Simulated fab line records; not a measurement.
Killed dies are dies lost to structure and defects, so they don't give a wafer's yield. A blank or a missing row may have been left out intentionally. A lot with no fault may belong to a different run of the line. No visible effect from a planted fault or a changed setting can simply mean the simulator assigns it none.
Lot-split experiment + flow gf180mcu + 23 wafers read across 5 lots, on a route 602 steps long

## ON THE SPLIT
At GF_V2_CMP_04 (polishes SiO2), the setting leave_above_ref_nm was moved away from the recipe's 632.5 nm on 10 of the 23 wafers read, by -5.5% to +4.8%. The other wafers ran this setting at the recipe's value.

## FROM THE SPLIT TO THE READING: what the file shows between them, 4 steps
- GF_V2_PEB_12: peb time 90 s (also split here: peb_time_s)
- GF_V2_DEVELOP_13: develop time 60 s
- GF_V2_CD_MEAS_14: target cd 260 nm
- GF_V2_ETCH_16: etches BARC in N2/H2 (also split here: ion_energy_ev)

## THE READING
oes_product_au, in a.u., at GF_V2_ETCH_17 (etches SiO2 in C4F8/O2/Ar, stops on TiN, target depth 630 nm). Typical for fault-free wafers on this fab line: 0.857 a.u., with standard deviation 0.005 a.u.

| wafer  | tool, chamber at the split | leave_above_ref_nm as run, nm | against the recipe | oes_product_au, a.u. | against lot-mates on the recipe |
|--------|----------------------------|-------------------------------|--------------------|----------------------|---------------------------------|
| L074.1 | cmp-02, 0                  | 632.5                         | recipe             | 0.859                | -                               |
| L074.2 | cmp-02, 2                  | 632.5                         | recipe             | 0.857                | -                               |
| L074.3 | cmp-02, 1                  | 606.2                         | -4.2%              | 0.845                | -0.013                          |
| L074.4 | cmp-02, 3                  | 606.2                         | -4.2%              | 0.836                | -0.022                          |
| L074.5 | cmp-02, 0                  | 632.5                         | recipe             | 0.859                | -                               |
| L078.1 | cmp-02, 2                  | 663.1                         | +4.8%              | 0.882                | +0.023                          |
| L078.3 | cmp-02, 1                  | 663.1                         | +4.8%              | 0.881                | +0.022                          |
| L078.4 | cmp-02, 3                  | 632.5                         | recipe             | 0.861                | -                               |
| L078.5 | cmp-02, 0                  | 663.1                         | +4.8%              | 0.885                | +0.026                          |
| L078.6 | cmp-02, 3                  | 632.5                         | recipe             | 0.857                | -                               |
| L082.1 | cmp-02, 0                  | 618.1                         | -2.3%              | 0.839                | -0.019                          |
| L082.3 | cmp-02, 1                  | 618.1                         | -2.3%              | 0.844                | -0.014                          |
| L082.4 | cmp-02, 3                  | 632.5                         | recipe             | 0.858                | -                               |
| L082.5 | cmp-02, 1                  | 632.5                         | recipe             | 0.858                | -                               |
| L082.6 | cmp-02, 0                  | 618.1                         | -2.3%              | 0.838                | -0.020                          |
| L084.1 | cmp-01, 0                  | 632.5                         | recipe             | 0.851                | -                               |
| L084.3 | cmp-01, 3                  | 597.5                         | -5.5%              | 0.828                | -0.023                          |
| L084.4 | cmp-01, 2                  | 632.5                         | recipe             | 0.857                | -                               |
| L084.5 | cmp-01, 2                  | 597.5                         | -5.5%              | 0.835                | -0.016                          |
| L084.6 | cmp-01, 1                  | 632.5                         | recipe             | 0.846                | -                               |
| L085.3 | cmp-02, 3                  | 632.5                         | recipe             | 0.863                | -                               |
| L085.5 | cmp-02, 2                  | 632.5                         | recipe             | 0.847                | -                               |
| L085.6 | cmp-02, 1                  | 632.5                         | recipe             | 0.844                | -                               |

FIT RESULTS
A straight line over all 23 wafers: oes_product_au changes by +0.00492 a.u. for each +1% of leave_above_ref_nm; r = +0.93; the points scatter about the line by 0.0058 a.u.
The same after taking each lot's own level away (the mean of its wafers on the recipe; 23 wafers): +0.00457 a.u. for each +1%; r = +0.93; scatter 0.0054 a.u.
According to that fit, moving leave_above_ref_nm by its largest amount changes the reading by 0.025 a.u.
From 0.8513 to 0.8590 a.u.: that is the span of the lots' own levels, equal to 1.5 times the standard deviation above.
Hence the lot-to-lot level has little effect on the slope; both slopes agree.
Check: for one of the wafers moved furthest among these (-5.5%), held out of the fit, the line's prediction against its lot-mates is -0.026 a.u. It came out at -0.0233 a.u. against them.

## OTHER SPLITS ON THESE WAFERS
Before the reading, these wafers also passed through other splits. Each is held against what the fit with the lots' levels taken away leaves over:
| other split on the same wafers       | wafers away from the commonest value | r with oes_product_au (lot level and that fit taken away) |
|--------------------------------------|--------------------------------------|-----------------------------------------------------------|
| GF_V1_PEB_12 peb_temp_c              | 5                                    | -0.12                                                     |
| GF_V1_SPUTTER_21 power_w             | 8                                    | -0.38                                                     |
| GF_M2_SPUTTER_00 chamber_pressure_pa | 15                                   | +0.02                                                     |
| GF_V2_PEB_12 peb_time_s              | 9                                    | +0.13                                                     |
| GF_V2_ETCH_16 ion_energy_ev          | 10                                   | +0.02                                                     |

## THE WHOLE CHAIN: every reading that the file lists as answering this split, in the file's order
| step          | what it does                                                 | reading                                                                   | change (the file's fit)                   | r (the file's) |
|---------------|--------------------------------------------------------------|---------------------------------------------------------------------------|-------------------------------------------|----------------|
| GF_V2_CMP_04  | polishes SiO2                                                | SiO2_of_V2_CVD_02.thk_nm (the simulator's own value, which no gauge read) | +6.37 nm for each +1% of the setting      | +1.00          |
| GF_V2_ETCH_17 | etches SiO2 in C4F8/O2/Ar, stops on TiN, target depth 630 nm | oes_product_au                                                            | +0.00447 a.u. for each +1% of the setting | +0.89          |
| GF_V2_ETCH_17 | etches SiO2 in C4F8/O2/Ar, stops on TiN, target depth 630 nm | V2.feature_depth_nm (the simulator's own value, which no gauge read)      | +6.37 nm for each +1% of the setting      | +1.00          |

## THE FILE'S OWN FIT
oes_product_au changes by +0.00447 a.u. for each +1% of leave_above_ref_nm, r = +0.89.
